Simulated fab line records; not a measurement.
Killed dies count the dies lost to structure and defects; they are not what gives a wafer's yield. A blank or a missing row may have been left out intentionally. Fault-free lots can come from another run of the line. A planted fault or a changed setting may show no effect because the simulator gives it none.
Matching of chambers | flow sky130 | 4 sister chambers for SKY_VIA4_CMP_02 on cmp-02
The step polishes SiO2. 8 wafers are shown with their chamber, then 8 later ones without.

WAFERS, EACH WITH ITS CHAMBER
wafer  | chamber | motor-current-A (A)
L238.1 | 3       | 12.8
L242.2 | 1       | 12.3
L242.3 | 0       | 9.7
L242.4 | 3       | 12.5
L249.1 | 2       | 13.5
L249.5 | 1       | 12.6
L249.6 | 0       | 9.2
L251.3 | 2       | 13.4

WAFERS WITHOUT THEIR CHAMBER
wafer  | motor-current-A (A)
L251.5 | 12.4
L251.6 | 9.1
L253.1 | 13.2
L253.3 | 12.6
L253.5 | 13.3
L254.2 | 12.6
L254.3 | 8.6
L254.5 | 8.9

CHAMBER TAKEN BY EACH
wafer  | from the rows above     | in truth
L251.5 | can't be placed: 1 or 3 | 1
L251.6 | 0                       | 0
L253.1 | can't be placed: 2 or 3 | 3
L253.3 | can't be placed: 3 or 1 | 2
L253.5 | 2                       | 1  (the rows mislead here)
L254.2 | can't be placed: 3 or 1 | 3
L254.3 | 0                       | 0
L254.5 | 0                       | 0
Correctly placed: 3 of 8. These rows do not allow placing 4 (true chamber among the candidates in 3). 1 placed wrongly.
How it was worked out, from the rows above alone: a wafer's distance from a chamber is the root of the sum, over the readings, of the square of ((its reading less the chamber's mean) divided by the reading's scatter). If the next closest chamber is less than 2 further off than the closest, the wafer can't be placed; otherwise it belongs to the closest. Each chamber's mean is taken over the wafers shown for it. The scatter: the root of (the sum of the squares of (reading less its chamber's mean) over the shown wafers, divided by (wafers less chambers)).
